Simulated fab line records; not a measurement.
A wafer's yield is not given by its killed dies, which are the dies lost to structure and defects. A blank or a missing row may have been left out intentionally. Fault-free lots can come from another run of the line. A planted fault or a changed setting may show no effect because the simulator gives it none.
fab line records | flow gf180mcu
[record] lots = 13 wafers = 39 last-day = 34
route steps=602 shown LVPWELL@62 M2@362 V3@432
lots with no fault: from the same line, run without faults
start-h: the number of hours between the record's first day and the start of the first shown wafer of the lot | wait-h: hours elapsed since this lot's preceding step | " as in the row above | L1.1+2: a row that stands for several wafers | - no value, or no start was given | * or withheld: withheld | < > ~ a bound
route shown NAME@n: names a module that has steps shown in the file, with the first one's number in the route | usual: mean/standard deviation taken from wafers without a fault | same: alike in all rows | chamber/n: place in a boat | sites: the reading at each site | _std_site: how widely they spread, as a standard deviation | _edge_site: outer sites' mean less inner sites' | radius-mm: for every site, how far away it sits from the centre of the wafer | mask NAME#n: copy n | behind: the most recent tool/chamber to have shaped the wafer | hold: why the lot went on hold/how many hours it stayed there/how the hold came to an end | device: whichever transistor did not switch (one of n, p or np) | end of line: the same wafers' tests at the end of the route | where a step has no rows: the recipe by itself | killed: the dies lost at the first sort to structure and to defects; this is not the yield of the wafer | map: dies across one wafer; x = killed, . = not, _ = none there
set.NAME: the setting the step ran with; set.NAME@STEP: the setting that earlier step ran with | model.NAME: the simulator's own value behind a step, which no gauge read
route steps across a sampled set of lots; one table per step, one row per wafer
services: when a tool's chamber went out of use (start-h, in hours from the record's first day, below 0 if earlier), for how many hours, and the reason
[[steps]]
[step GF_LVPWELL_IMPLANT_08]
[recipe] species = B energy-kev = 170 dose-cm2 = 1.5e+13 tilt-deg = 0
[usual] beam-energy-keV = 170.01/0.056 dose-ions-cm2 = 1.5001e+13/1.6e+10
[same] implant-ion-amu = 11
// columns lot.wafer tool chamber start-h wait-h beam-energy-keV dose-ions-cm2
L863.2 implanter-02 0 68.37 0.0 170.03 1.5005e+13
L863.3 " 0 " " 170.06 1.4994e+13
L863.4 " 0 " " 170.02 1.4983e+13
L864.3 implanter-02 0 76.11 0.1 170.00 1.5028e+13
L864.5 " 0 " " 170.09 1.5032e+13
L864.6 " 0 " " 169.95 1.5018e+13
L866.3 implanter-04 0 85.46 0.1 169.97 1.5004e+13
L866.4 " 0 " " 170.01 1.5002e+13
L866.6 " 0 " " 169.96 1.5034e+13
L870.1 implanter-01 0 106.96 0.0 169.95 1.4998e+13
L870.3 " 0 " " 170.04 1.5009e+13
L870.4 " 0 " " 170.00 1.5001e+13
L871.2 implanter-04 0 114.47 0.0 170.00 1.5008e+13
L871.3 " 0 " " 169.96 1.5008e+13
L871.6 " 0 " " 169.95 1.5009e+13
L872.1 implanter-01 0 119.31 0.0 170.02 1.5026e+13
L872.3 " 0 " " 169.99 1.4992e+13
L872.6 " 0 " " 170.06 1.5016e+13
L873.2 implanter-01 0 125.09 0.0 170.09 1.5584e+13
L873.4 " 0 " " 170.06 1.5578e+13
L873.5 " 0 " " 170.02 1.5575e+13
L874.3 implanter-01 0 133.69 0.1 169.96 1.5578e+13
L874.5 " 0 " " 169.98 1.5598e+13
L874.6 " 0 " " 169.96 1.5579e+13
L878.2 implanter-02 0 153.39 0.0 170.07 1.5014e+13
L878.3 " 0 " " 170.04 1.4999e+13
L878.6 " 0 " " 170.07 1.5026e+13
L879.1 implanter-02 0 160.09 0.0 169.92 1.4987e+13
L879.4 " 0 " " 170.04 1.4983e+13
L879.5 " 0 " " 169.99 1.4999e+13
L883.1 implanter-04 0 185.44 0.0 169.96 1.4996e+13
L883.2 " 0 " " 169.94 1.5012e+13
L883.6 " 0 " " 169.94 1.5012e+13
L885.1 implanter-02 0 198.99 0.0 169.96 1.5034e+13
L885.2 " 0 " " 169.97 1.5027e+13
L885.4 " 0 " " 170.00 1.501e+13
L886.1 implanter-02 0 211.71 0.0 169.98 1.4994e+13
L886.3 " 0 " " 170.06 1.5011e+13
L886.4 " 0 " " 169.99 1.4989e+13
[step GF_VT_IMPLANT_RS_MEAS_48]
[recipe] thk-meas-gauge = four-point-probe
[usual] LVPWELL_RS = 1197/3.3
// columns lot.wafer tool chamber start-h wait-h LVPWELL_RS[ohm/sq]
L863.2 film-metro-03 - 154.34 0.1 1197
L863.3 " - " " 1195
L863.4 " - " " 1199
L864.3 film-metro-02 - 163.88 0.1 1189
L864.5 " - " " 1192
L864.6 " - " " 1191
L866.3 film-metro-03 - 173.25 0.1 1200
L866.4 " - " " 1195
L866.6 " - " " 1195
L870.1 film-metro-04 - 198.01 0.1 1195
L870.3 " - " " 1197
L870.4 " - " " 1196
L871.2 film-metro-04 - 206.98 0.1 1198
L871.3 " - " " 1200
L871.6 " - " " 1198
L872.1 film-metro-03 - 214.00 0.1 1193
L872.3 " - " " 1194
L872.6 " - " " 1196
L873.2 film-metro-03 - 220.51 0.1 1168
L873.4 " - " " 1168
L873.5 " - " " 1168
L874.3 film-metro-03 - 232.23 0.1 1172
L874.5 " - " " 1177
L874.6 " - " " 1173
L878.2 film-metro-03 - 255.58 0.1 1191
L878.3 " - " " 1192
L878.6 " - " " 1190
L879.1 film-metro-04 - 267.36 0.1 1201
L879.4 " - " " 1200
L879.5 " - " " 1202
L883.1 film-metro-02 - 296.81 0.1 1200
L883.2 " - " " 1200
L883.6 " - " " 1198
L885.1 film-metro-03 - 314.94 0.1 1195
L885.2 " - " " 1195
L885.4 " - " " 1196
L886.1 film-metro-02 - 327.49 0.1 1197
L886.3 " - " " 1200
L886.4 " - " " 1194
[step GF_M2_SPUTTER_00]
[recipe] material = Ti target-thk-nm = 37.5 arriving-ion-energy-ev = 80 substrate-temp-c = 200 chamber-pressure-pa = 2 power-w = 4000 time-s = 150
[usual] cathode-dc-power-W = 4000.1/0.76 throttle-valve-pct = 30.2/1.4
// columns lot.wafer tool chamber start-h wait-h cathode-dc-power-W throttle-valve-pct
L863.2 pvd-sputter-03 - 411.28 0.1 4002.2 28.3
L863.3 " - " " 3999.8 29.3
L863.4 " - " " 4001.0 31.6
L864.3 pvd-sputter-02 - 423.22 0.1 4000.1 32.8
L864.5 " - " " 4000.3 31.6
L864.6 " - " " 4000.9 29.5
L866.3 pvd-sputter-03 - 438.85 0.2 3999.6 28.3
L866.4 " - " " 4001.3 31.7
L866.6 " - " " 3999.9 31.5
L870.1 pvd-sputter-03 - 470.28 0.1 4000.7 31.7
L870.3 " - " " 4000.4 31.5
L870.4 " - " " 3999.9 28.5
L871.2 pvd-sputter-02 - 479.04 0.2 4000.5 29.6
L871.3 " - " " 3999.6 29.9
L871.6 " - " " 4000.0 30.0
L872.1 pvd-sputter-03 - 495.41 0.1 4001.3 28.5
L872.3 " - " " 4002.1 31.5
L872.6 " - " " 3999.6 29.6
L873.2 pvd-sputter-04 - 502.45 0.1 3999.6 29.6
L873.4 " - " " 3998.8 29.0
L873.5 " - " " 3999.4 28.9
L874.3 pvd-sputter-03 - 510.53 0.1 4000.3 31.5
L874.5 " - " " 4000.2 31.8
L874.6 " - " " 3999.3 28.3
L878.2 pvd-sputter-02 - 541.48 0.1 3999.0 29.6
L878.3 " - " " 4000.0 31.5
L878.6 " - " " 3999.4 29.9
L879.1 pvd-sputter-04 - 555.33 0.2 4000.7 28.8
L879.4 " - " " 3999.8 29.7
L879.5 " - " " 3998.6 29.8
L883.1 pvd-sputter-04 - 585.18 0.2 3998.8 28.7
L883.2 " - " " 3998.7 28.9
L883.6 " - " " 3998.9 28.8
L885.1 pvd-sputter-03 - 608.09 0.1 3999.3 29.5
L885.2 " - " " 4000.6 28.5
L885.4 " - " " 4000.8 31.6
L886.1 pvd-sputter-03 - 620.26 0.1 4000.4 29.5
L886.3 " - " " 3999.8 28.3
L886.4 " - " " 4000.4 31.2
[step GF_M2_SPUTTER_01]
[recipe] material = TiN target-thk-nm = 30 power-w = 6500 time-s = 25 chamber-pressure-pa = 0.4
[usual] cathode-dc-power-W = 6500.0/1.3 throttle-valve-pct = 30.2/1.4
// columns lot.wafer tool chamber start-h wait-h cathode-dc-power-W throttle-valve-pct
L863.2 pvd-sputter-03 - 411.38 0.1 6499.9 28.2
L863.3 " - " " 6498.6 29.5
L863.4 " - " " 6496.8 31.7
L864.3 pvd-sputter-02 - 423.32 0.1 6499.1 32.9
L864.5 " - " " 6499.4 30.9
L864.6 " - " " 6499.3 29.8
L866.3 pvd-sputter-03 - 438.95 0.1 6500.6 28.3
L866.4 " - " " 6498.8 31.7
L866.6 " - " " 6498.9 31.4
L870.1 pvd-sputter-03 - 470.38 0.1 6498.1 31.6
L870.3 " - " " 6498.3 31.4
L870.4 " - " " 6498.2 28.3
L871.2 pvd-sputter-02 - 479.14 0.1 6499.8 29.7
L871.3 " - " " 6499.6 29.6
L871.6 " - " " 6500.9 29.7
L872.1 pvd-sputter-03 - 495.51 0.1 6498.9 28.4
L872.3 " - " " 6498.0 31.6
L872.6 " - " " 6501.4 29.4
L873.2 pvd-sputter-04 - 502.55 0.1 6500.1 29.9
L873.4 " - " " 6500.2 28.6
L873.5 " - " " 6500.2 28.8
L874.3 pvd-sputter-03 - 510.63 0.1 6502.1 31.6
L874.5 " - " " 6500.0 31.7
L874.6 " - " " 6501.1 28.3
L878.2 pvd-sputter-02 - 541.58 0.1 6498.3 29.5
L878.3 " - " " 6498.9 31.4
L878.6 " - " " 6501.4 29.7
L879.1 pvd-sputter-04 - 555.43 0.1 6501.4 28.7
L879.4 " - " " 6497.9 29.9
L879.5 " - " " 6499.3 29.8
L883.1 pvd-sputter-04 - 585.28 0.1 6499.7 28.7
L883.2 " - " " 6498.6 28.7
L883.6 " - " " 6503.9 28.6
L885.1 pvd-sputter-03 - 608.19 0.1 6500.5 29.4
L885.2 " - " " 6498.6 28.2
L885.4 " - " " 6500.3 31.6
L886.1 pvd-sputter-03 - 620.36 0.1 6500.0 29.6
L886.3 " - " " 6501.3 28.3
L886.4 " - " " 6502.1 31.6
[step GF_V3_THK_MEAS_03]
[recipe] reads = SiO2_of_V3_CVD_02
[usual] V3_CVD_02_THK = 850/12
// columns lot.wafer tool chamber start-h wait-h V3_CVD_02_THK[nm]
L863.2 film-metro-03 - 488.20 0.0 851
L863.3 " - " " 842
L863.4 " - " " 844
L864.3 film-metro-03 - 499.59 0.1 830
L864.5 " - " " 854
L864.6 " - " " 859
L866.3 film-metro-02 - 515.70 0.1 831
L866.4 " - " " 855
L866.6 " - " " 847
L870.1 film-metro-02 - 544.52 0.0 833
L870.3 " - " " 836
L870.4 " - " " 841
L871.2 film-metro-03 - 553.20 0.0 841
L871.3 " - " " 833
L871.6 " - " " 841
L872.1 film-metro-01 - 568.23 0.0 846
L872.3 " - " " 852
L872.6 " - " " 864
L873.2 film-metro-03 - 575.35 0.0 843
L873.4 " - " " 868
L873.5 " - " " 866
L874.3 film-metro-02 - 582.41 0.1 850
L874.5 " - " " 866
L874.6 " - " " 862
L878.2 film-metro-01 - 611.14 0.0 847
L878.3 " - " " 855
L878.6 " - " " 864
L879.1 film-metro-01 - 624.32 0.0 839
L879.4 " - " " 854
L879.5 " - " " 849
L883.1 film-metro-03 - 651.86 0.0 857
L883.2 " - " " 852
L883.6 " - " " 867
L885.1 film-metro-02 - 672.50 0.0 849
L885.2 " - " " 853
L885.4 " - " " 861
L886.1 film-metro-03 - 683.47 0.0 847
L886.3 " - " " 842
L886.4 " - " " 859
[[services]]
// columns tool chamber start-h hours kind
implanter-02 - 61.46 1.0 repair
pvd-sputter-03 - 79.60 0.6 repair
pvd-sputter-03 - 90.53 0.9 repair
implanter-02 - 92.79 1.5 repair
implanter-02 - 103.63 44.2 repair
pvd-sputter-04 - 107.64 4.1 repair
implanter-02 - 120.71 5.5 repair
implanter-02 - 156.20 3.8 repair
pvd-sputter-03 - 204.93 8.2 repair
implanter-02 - 213.06 4.2 repair
pvd-sputter-03 - 222.05 0.8 repair
pvd-sputter-04 - 222.41 2.7 repair
pvd-sputter-02 - 228.64 3.7 repair
pvd-sputter-03 - 233.07 9.8 repair
implanter-02 - 243.88 1.2 repair
pvd-sputter-02 - 245.74 4.4 repair
implanter-02 - 304.23 4.0 repair
pvd-sputter-03 - 320.39 3.4 repair
pvd-sputter-04 - 359.09 1.0 repair
implanter-02 - 370.71 7.2 pm
pvd-sputter-03 - 378.91 4.7 repair
pvd-sputter-04 - 413.29 8.1 repair
implanter-02 - 479.24 0.6 repair
pvd-sputter-03 - 583.97 1.8 repair
[[key]]
[first-sign] step = GF_LVPWELL_IMPLANT_08 reading = dose-ions-cm2 direction = up sigmas = 37 usual = 1.5001e+13 struck = 1.5582e+13
[effect] step = GF_VT_IMPLANT_RS_MEAS_48 reading = LVPWELL_RS direction = down sigmas = 7.9 usual = 1197 struck = 1171
met-at GF_LVPWELL_IMPLANT_08
struck-lots L873,L874
tester-left-out L873,L874
not-acting-at GF_M2_SPUTTER_00,GF_M2_SPUTTER_01,GF_V3_THK_MEAS_03
onset-between 119.31 125.09
[fault] kind = process-parameter-drift tool = implanter-01 chamber = - onset-h = 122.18 steps = GF_LVPWELL_IMPLANT_08 channel = dose-cm2 offset = 5.7865e+11 shape = step end-h = 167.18 acts-in = these-recipes-only stated = 1.5e+13
// tester-left-out: of these lots the tester's yield and bins aren't shown, on N5 and GAA mostly nor the transistor test; their killed dies are dies lost to structure and defects alone, not to doping, threshold or leakage, so they don't give the yield
